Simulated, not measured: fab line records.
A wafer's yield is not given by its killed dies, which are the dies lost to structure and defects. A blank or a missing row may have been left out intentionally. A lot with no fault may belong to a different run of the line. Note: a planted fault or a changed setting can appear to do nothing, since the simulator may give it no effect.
Which tool did it? + flow gf180mcu + 13 lots with 39 wafers sampled at 4 steps, on a route of 602 steps

WHAT EACH GAUGE READ, for each wafer
GF_M3_CD_MEAS_14 targets a cd of 280 nm. Usual: cdNm at 279.7 nm, with a standard deviation of 0.88.
| lot  | measured     | on       | cdNm (nm)         | flag |
|------|--------------|----------|-------------------|------|
| L461 | day 21 05:43 | cdSem-02 | 278.7 279.9 278.9 |      |
| L464 | day 22 13:07 | cdSem-02 | 279.0 279.6 280.3 |      |
| L465 | day 23 02:52 | cdSem-01 | 280.9 281.0 280.2 |      |
| L466 | day 23 04:01 | cdSem-01 | 280.0 279.9 277.9 |      |
| L467 | day 23 23:23 | cdSem-02 | 280.4 279.3 279.4 |      |
| L470 | day 24 17:13 | cdSem-02 | 279.5 280.6 279.4 |      |
| L471 | day 25 04:37 | cdSem-02 | 281.0 280.8 281.7 |      |
| L472 | day 25 07:37 | cdSem-02 | 278.6 278.6 280.2 |      |
| L473 | day 25 18:05 | cdSem-01 | 278.6 279.8 278.3 |      |
| L474 | day 25 20:55 | cdSem-02 | 279.5 280.4 279.6 |      |
| L480 | day 27 23:25 | cdSem-01 | 278.3 279.7 279.1 |      |
| L482 | day 28 08:21 | cdSem-02 | 279.5 279.9 280.4 |      |
| L484 | day 28 22:50 | cdSem-01 | 279.7 278.9 280.5 |      |

TOOL THAT RAN EACH LOT (tool first, then ch and the chambers of the sampled wafers, then the start)
| lot  | GF_V1_SOFTBAKE_10                | GF_M2_SPUTTER_00            | GF_V2_SPUTTER_21            |
|------|----------------------------------|-----------------------------|-----------------------------|
| L461 | lithoTrack-02 ch 0, day 17 12:00 | pvdSputter-04, day 18 01:58 | pvdSputter-02, day 20 04:56 |
| L464 | lithoTrack-04 ch 0, day 18 19:00 | pvdSputter-03, day 19 08:41 | pvdSputter-04, day 21 12:40 |
| L465 | lithoTrack-04 ch 0, day 19 10:00 | pvdSputter-04, day 20 00:52 | pvdSputter-01, day 22 02:54 |
| L466 | lithoTrack-04 ch 0, day 19 12:00 | pvdSputter-01, day 20 01:44 | pvdSputter-02, day 22 04:14 |
| L467 | lithoTrack-02 ch 0, day 20 08:00 | pvdSputter-01, day 20 22:16 | pvdSputter-02, day 22 23:52 |
| L470 | lithoTrack-03 ch 0, day 21 05:00 | pvdSputter-03, day 21 18:45 | pvdSputter-04, day 23 18:15 |
| L471 | lithoTrack-03 ch 0, day 21 15:00 | pvdSputter-03, day 22 05:24 | pvdSputter-04, day 24 04:53 |
| L472 | lithoTrack-02 ch 0, day 21 19:00 | pvdSputter-01, day 22 08:43 | pvdSputter-02, day 24 08:52 |
| L473 | lithoTrack-03 ch 0, day 22 07:00 | pvdSputter-03, day 22 20:22 | pvdSputter-02, day 24 19:49 |
| L474 | lithoTrack-02 ch 0, day 22 10:00 | pvdSputter-04, day 22 23:29 | pvdSputter-02, day 24 22:47 |
| L480 | lithoTrack-02 ch 0, day 24 17:00 | pvdSputter-01, day 25 06:32 | pvdSputter-04, day 27 02:14 |
| L482 | lithoTrack-02 ch 0, day 25 03:00 | pvdSputter-04, day 25 16:07 | pvdSputter-04, day 27 11:56 |
| L484 | lithoTrack-03 ch 0, day 25 19:00 | pvdSputter-01, day 26 07:24 | pvdSputter-04, day 28 02:26 |
- GF_V1_SOFTBAKE_10: time 60 s.
- GF_M2_SPUTTER_00: material Ti, target thk 37.5 nm, time 150 s.
- GF_V2_SPUTTER_21: material Ti, target thk 15 nm, time 80.02 s.

WHAT THE TOOLS THEMSELVES READ (means of the sampled wafers that have a number; where no wafer has one, the mark that the record gives instead)
GF_V1_SOFTBAKE_10. Usual: heaterPowerTotalW 93.05 W, standard deviation 0.059; resistLineTempC 23.01 C, standard deviation 0.099; runLengthS 88.86 s, standard deviation 0.25.
| lot  | tool          | heaterPowerTotalW (W) | resistLineTempC (C) | runLengthS (s) | flag |
|------|---------------|-----------------------|---------------------|----------------|------|
| L461 | lithoTrack-02 | 93.08                 | 23.09               | 88.69          |      |
| L464 | lithoTrack-04 | 93.09                 | 22.85               | 89.17          |      |
| L465 | lithoTrack-04 | 93.03                 | 23.06               | 89.22          |      |
| L466 | lithoTrack-04 | 93.04                 | 23.02               | 89.09          |      |
| L467 | lithoTrack-02 | 93.04                 | 22.94               | 88.72          |      |
| L470 | lithoTrack-03 | 93.00                 | 23.00               | 88.83          |      |
| L471 | lithoTrack-03 | 93.09                 | 23.03               | 88.81          |      |
| L472 | lithoTrack-02 | 93.12                 | 22.98               | 88.70          |      |
| L473 | lithoTrack-03 | 93.05                 | 23.04               | 88.72          |      |
| L474 | lithoTrack-02 | 93.06                 | 22.98               | 88.75          |      |
| L480 | lithoTrack-02 | 97.17                 | 22.99               | 80.99          | OFF  |
| L482 | lithoTrack-02 | 97.21                 | 23.03               | 81.02          | OFF  |
| L484 | lithoTrack-03 | 93.00                 | 22.92               | 88.75          |      |

GF_M2_SPUTTER_00. Usual: cathodeDcPowerW 4000.0 W, standard deviation 0.73; throttleValvePct 29.9 %, standard deviation 0.9.
| lot  | tool          | cathodeDcPowerW (W) | throttleValvePct (%) | flag |
|------|---------------|---------------------|----------------------|------|
| L461 | pvdSputter-04 | 3999.6              | 29.2                 |      |
| L464 | pvdSputter-03 | 4000.2              | 30.9                 |      |
| L465 | pvdSputter-04 | 3999.5              | 29.1                 |      |
| L466 | pvdSputter-01 | 4000.4              | 29.1                 |      |
| L467 | pvdSputter-01 | 3999.9              | 29.4                 |      |
| L470 | pvdSputter-03 | 4001.2              | 30.2                 |      |
| L471 | pvdSputter-03 | 4000.4              | 30.2                 |      |
| L472 | pvdSputter-01 | 4000.2              | 29.5                 |      |
| L473 | pvdSputter-03 | 3999.5              | 30.3                 |      |
| L474 | pvdSputter-04 | 4000.6              | 29.6                 |      |
| L480 | pvdSputter-01 | 4000.1              | 29.4                 |      |
| L482 | pvdSputter-04 | 4000.5              | 29.2                 |      |
| L484 | pvdSputter-01 | 3999.5              | 28.9                 |      |

GF_V2_SPUTTER_21. Usual: cathodeDcPowerW 2500.0 W, standard deviation 0.49; throttleValvePct 29.8 %, standard deviation 0.99.
| lot  | tool          | cathodeDcPowerW (W) | throttleValvePct (%) | flag |
|------|---------------|---------------------|----------------------|------|
| L461 | pvdSputter-02 | 2500.1              | 30.2                 |      |
| L464 | pvdSputter-04 | 2499.9              | 29.6                 |      |
| L465 | pvdSputter-01 | 2500.1              | 29.9                 |      |
| L466 | pvdSputter-02 | 2500.0              | 30.2                 |      |
| L467 | pvdSputter-02 | 2500.0              | 30.1                 |      |
| L470 | pvdSputter-04 | 2499.8              | 29.7                 |      |
| L471 | pvdSputter-04 | 2500.5              | 29.3                 |      |
| L472 | pvdSputter-02 | 2499.7              | 30.3                 |      |
| L473 | pvdSputter-02 | 2500.1              | 29.4                 |      |
| L474 | pvdSputter-02 | 2500.0              | 30.4                 |      |
| L480 | pvdSputter-04 | 2500.5              | 29.7                 |      |
| L482 | pvdSputter-04 | 2499.9              | 29.2                 |      |
| L484 | pvdSputter-04 | 2500.4              | 29.4                 |      |

THE ANSWER, worked out from the rows above alone
Rule: a lot counts as off when the mean over its wafers that have a number is more than 3 standard deviations away from the usual mean. Also off: a lot with no number at a reading for which 4 or more lots have one. Any other lot the step has rows for is counted as sound. Order of review: gauges by route order, followed by the tools' own readings, for which a lot's mean as printed above is used. At the first step where some lot is off, the reading lying furthest off is the one used; lots without a number count as furthest.
Off: L480, L482, at GF_V1_SOFTBAKE_10 (heaterPowerTotalW).
If a tool, at that step or one of the process steps before it, ran each lot that is off and ran no sound lot following the first of them, it fits. One fits: lithoTrack-02 at GF_V1_SOFTBAKE_10. A fault onset in the window from L474 (day 22 10:00, its last sound lot) to L480 (day 24 17:00, its first lot off) fits.
The tool's own readings at GF_V1_SOFTBAKE_10 bear it out: on the lots that are off they differ by more than 5 times the standard deviation of the sound lots' means. heaterPowerTotalW reads 97.19 W there against 93.05 W on the sound lots; runLengthS reads 81.00 s there against 88.86 s on the sound lots.

WHAT THE SIMULATOR PUT IN
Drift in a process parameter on lithoTrack-02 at GF_V1_SOFTBAKE_10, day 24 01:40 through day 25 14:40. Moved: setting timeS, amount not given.
Shown lots that were struck: L480, L482. The rule given above showed the same thing.
